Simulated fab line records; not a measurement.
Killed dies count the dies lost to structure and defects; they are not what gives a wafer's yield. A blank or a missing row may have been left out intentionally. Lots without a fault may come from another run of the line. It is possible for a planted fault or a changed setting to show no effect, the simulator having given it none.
A lot that was struck, set against a sound lot :: flow sfq line :: 37 steps out of a route of 325
Sound: wafers L392.2, L392.3, L392.5. Struck: wafer L404.4 (left out: L404.1, L404.2 of the same lot, which were not struck); the cause appears at the end.
For every step that has rows: the tool of each side, followed by ch and its chambers, followed by its first start. Under that, the readings that differ: sound wafers :: struck wafers :: difference of the means :: sigmas: that difference in standard deviations of wafers without a fault.
alike: a reading whose means differ by less than 2 such deviations, as well as words and numbers matching on both sides. not compared: withheld readings; readings where some wafer has no value; bounds like >300 that might hide an equal value; numbers whose values overlap and for which the record gives no deviation.
The two part at a step that has a row with sigmas, a row that says differs or no value, or rows on one side only. Numbers that don't overlap but have no deviation are shown without sigmas and don't part them. A reading that every wafer of one side lacks parts them only if that side has two wafers or more.

SFQ_R5_THK_MEAS_934: measures by xrf.
  struck on film metro-03, day 74 18:57; sound on film metro-01, day 65 12:47
  alike: R5_MONX_THK
then, 6 steps without rows for these wafers: SFQ_TRILAYER_R5_LITHO_COAT_141 (resist thk 62 nm); SFQ_TRILAYER_R5_LITHO_COAT_136 (resist thk 600 nm); SFQ_TRILAYER_R5_LITHO_SOFTBAKE_140; SFQ_TRILAYER_R5_LITHO_EXPOSE_137 (exposes mask R5, target cd 500 nm); SFQ_TRILAYER_R5_LITHO_PEB_139 (peb time 60 s); SFQ_TRILAYER_R5_LITHO_DEVELOP_138 (time 60 s).
SFQ_R5_OVL_MEAS_935:
  struck on overlay-02, day 75 09:03; sound on overlay-01, day 66 08:10
  alike: R5_OVL
then, 1 step without rows for these wafers: SFQ_TRILAYER_R5_BARC_OPEN_METAL_ETCH_177 (etches BARC in O2, target depth 125 nm, time 41.7 s).
SFQ_TRILAYER_R5_ETCH_METAL_ETCH_139: etches the open film in Cl2, stops on SiO2, target depth 60 nm, time 40 s.
  sound on rie metal-02 ch 0, day 66 08:20; struck on rie metal-02 ch 0, day 75 09:09
  alike: drypump motor current A, oes product au, rf fwd power W
  not compared: rf hours counter h
SFQ_TRILAYER_R5_STRIP_STRIP_140: strips in O2.
  sound on rie metal-02 ch 0, day 66 08:38; struck on rie metal-02 ch 0, day 75 09:13
  alike: drypump motor current A, oes product au
  not compared: rf hours counter h
then, 1 step without rows for these wafers: SFQ_TRILAYER_R5_STRIP_SOLV_CLEAN_141 (cleans in NMP, time 600 s).
SFQ_TRILAYER_A5C_DEP_PECVD_142: deposits SiO2 from SiH4/N2O, time 15.556 s, target thk 70 nm.
  sound on pecvd-02 ch 1,2, day 66 09:49; struck on pecvd-03 ch 1, day 75 10:11
reading: model.SiO2_of_TRILAYER_A5C_DEP_PECVD_142.thk nm (nm)
sound: 69.35 71.01 70.55
struck: 100.2
difference: +29.9
sigmas: 
  alike: heater power w, rf fwd power W, throttle valve pct
  not compared: since wet clean h
then, 6 steps without rows for these wafers: SFQ_TRILAYER_I5_LITHO_COAT_149 (resist thk 62 nm); SFQ_TRILAYER_I5_LITHO_COAT_144 (resist thk 650 nm); SFQ_TRILAYER_I5_LITHO_SOFTBAKE_148; SFQ_TRILAYER_I5_LITHO_EXPOSE_145 (exposes mask I5, target cd 700 nm); SFQ_TRILAYER_I5_LITHO_PEB_147 (peb time 60 s); SFQ_TRILAYER_I5_LITHO_DEVELOP_146 (time 60 s).
-- the record jumps here: 4 days lie between the struck wafers' starts before and after --
SFQ_I5_OVL_MEAS_936:
  struck on overlay-02, day 79 08:32; sound on overlay-01, day 69 17:53
  alike: I5_OVL
then, 2 steps without rows for these wafers: SFQ_TRILAYER_I5_BARC_OPEN_VIA_ETCH_200 (etches BARC in O2, target depth 125 nm, time 41.7 s); SFQ_TRILAYER_I5_ETCH_VIA_ETCH_147 (etches the open film in CHF3, stops on Nb, target depth 360 nm).
SFQ_TRILAYER_I5_STRIP_STRIP_148: strips in O2.
  sound on rie metal-04 ch 0,1, day 69 18:07; struck on rie metal-01 ch 0, day 79 08:46
  alike: drypump motor current A, oes product au
  not compared: rf hours counter h
then, 7 steps without rows for these wafers: SFQ_TRILAYER_I5_STRIP_SOLV_CLEAN_149 (cleans in NMP, time 600 s); SFQ_TRILAYER_C5_LITHO_COAT_156 (resist thk 62 nm); SFQ_TRILAYER_C5_LITHO_COAT_151 (resist thk 650 nm); SFQ_TRILAYER_C5_LITHO_SOFTBAKE_155; SFQ_TRILAYER_C5_LITHO_EXPOSE_152 (exposes mask C5, target cd 500 nm); SFQ_TRILAYER_C5_LITHO_PEB_154 (peb time 60 s); SFQ_TRILAYER_C5_LITHO_DEVELOP_153 (time 60 s).
SFQ_C5_OVL_MEAS_937:
  struck on overlay-02, day 79 11:56; sound on overlay-01, day 69 21:37
  alike: C5_OVL
SFQ_TRILAYER_C5_BARC_OPEN_VIA_ETCH_210: etches BARC in O2, target depth 125 nm, time 41.7 s.
  sound on rie diel-01 ch 2,3, day 69 21:38; struck on rie diel-03 ch 3, day 79 11:59
reading: oes product au (a.u.)
sound: 0.689 0.683 0.682
struck: 0.693
difference: +0.008
sigmas: +2
  alike: drypump motor current A, rf fwd power W
  not compared: rf hours counter h
SFQ_TRILAYER_C5_ETCH_VIA_ETCH_154: etches SiO2 in CHF3, stops on Nb, target depth 84 nm.
  sound on rie diel-01 ch 2,3, day 69 21:41; struck on rie diel-03 ch 3, day 79 12:01
reading: oes product au (a.u.)
sound: 0.893 0.905 0.895
struck: 0.978
difference: +0.080
sigmas: +10

reading: model.C5.feature depth nm (nm)
sound: 69.35 71.01 70.55
struck: 80.91
difference: +10.61
sigmas: 

reading: model.etch.depth nm (nm)
sound: 69.35 71.01 70.55
struck: 80.91
difference: +10.61
sigmas: 
  alike: drypump motor current A, rf fwd power W
SFQ_TRILAYER_C5_STRIP_STRIP_155: strips in O2.
  sound on rie metal-02 ch 0,1, day 69 21:44; struck on rie metal-01 ch 1, day 79 12:04
  alike: drypump motor current A, oes product au
  not compared: rf hours counter h
then, 1 step without rows for these wafers: SFQ_TRILAYER_C5_STRIP_SOLV_CLEAN_156 (cleans in NMP, time 600 s).
SFQ_TRILAYER_M6_DEP_PRE_CLEAN_158: time 22.5 s.
  struck on pvd sputter-05, day 79 12:50; sound on pvd sputter-03, day 69 22:31
reading: model.SiO2_of_TRILAYER_A5C_DEP_PECVD_142.thk nm (nm)
sound: 61.85 63.51 63.05
struck: 92.7
difference: +29.9
sigmas: 
then, 1 step without rows for these wafers: SFQ_TRILAYER_M6_DEP_SPUTTER_157 (material Nb, target thk 200 nm, time 133.3 s).

## WHERE THEY PART
At SFQ_TRILAYER_C5_BARC_OPEN_VIA_ETCH_210 first; at SFQ_TRILAYER_C5_ETCH_VIA_ETCH_154 last (within this record only). Later steps at which nothing parts them and some readings are alike: SFQ_TRILAYER_C5_STRIP_STRIP_155.

WHY: what the simulator had put in
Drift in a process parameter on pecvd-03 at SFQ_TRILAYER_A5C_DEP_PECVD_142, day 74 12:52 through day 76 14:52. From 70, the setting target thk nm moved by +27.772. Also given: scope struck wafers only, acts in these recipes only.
